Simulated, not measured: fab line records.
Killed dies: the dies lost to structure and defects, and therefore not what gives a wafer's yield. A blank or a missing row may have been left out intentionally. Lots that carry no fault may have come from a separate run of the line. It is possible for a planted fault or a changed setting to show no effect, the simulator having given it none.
One fault seen from 2 desks | flow gf180mcu | every desk sees just its own numbers, and what lay behind them comes last

## FROM THE METROLOGY DESK
Lot by lot, what the gauges showed, no matter which tool ran the lot: averages of those sampled wafers that carry a number. The brackets show how far a lot's mean lies from the usual mean; more than 4 standard deviations puts the lot out of limits, marked OUT.
Columns: A = V4_BOW at GF_V4_BOW_MEAS_05, usual 133 um; B = V4_OVL at GF_V4_OVL_MEAS_15, usual 0 nm; C = V5_W_THK at GF_V5_THK_MEAS_25, usual 361 nm
lot  | first seen here | A   | B  | C
L247 | day 23 09:32    | 142 | 0  | 361
L249 | day 24 08:40    | 119 | -6 | 363
L250 | day 24 12:07    | 125 | 1  | 364
L252 | day 25 04:45    | 137 | 1  | 365
L253 | day 25 13:52    | 137 | 3  | 364
L256 | day 26 18:30    | 138 | -1 | 356
L257 | day 27 05:53    | 125 | -2 | 367
L259 | day 27 16:04    | 144 | -3 | 359
L258 | day 27 16:42    | 148 | 0  | 366
L261 | day 28 08:11    | 127 | -0 | 366
L267 | day 29 22:04    | 129 | 5  | 359
L269 | day 30 08:07    | 141 | -1 | 352
L270 | day 30 15:08    | 135 | -3 | 361
This desk found nothing out of limits on any of the 13 lots.

## DESK OF THE TOOL OWNER: cmp-02
The tool's own readings at GF_V1_CMP_26 (polishes, stops on SiO2, t overpolish 15 s, target thk 0 nm): means of the sampled wafers that have a number, for each lot that ran on this tool. The brackets show how far a lot's mean lies from the usual mean; more than 4 standard deviations puts the lot out of limits, marked OUT.
Columns: A = motorCurrentA at GF_V1_CMP_26, usual 11.3 A; B = overpolishRunS at GF_V1_CMP_26, usual 15.001 s; C = timeToEndpointS at GF_V1_CMP_26, usual 85 s
lot  | first seen here | A    | B      | C
L247 | day 18 01:53    | 10.7 | 15.004 | 79
L250 | day 19 06:38    | 10.4 | 15.001 | 85
L257 | day 22 09:22    | 10.2 | 14.995 | 86
L259 | day 22 21:34    | 10.3 | 14.991 | 90
L258 | day 22 21:58    | 10.2 | 14.992 | 85
L261 | day 23 15:27    | 10.4 | 15.005 | 88
L269 | day 25 22:05    | 10.7 | 15.003 | 82
This desk found nothing out of limits on any of the 7 lots.

## TAKEN TOGETHER
At the metrology desk, nothing out of limits was observed.
The tool owner's desk saw nothing out of limits.

## WHAT HAD BEEN PUT IN BY THE SIMULATOR
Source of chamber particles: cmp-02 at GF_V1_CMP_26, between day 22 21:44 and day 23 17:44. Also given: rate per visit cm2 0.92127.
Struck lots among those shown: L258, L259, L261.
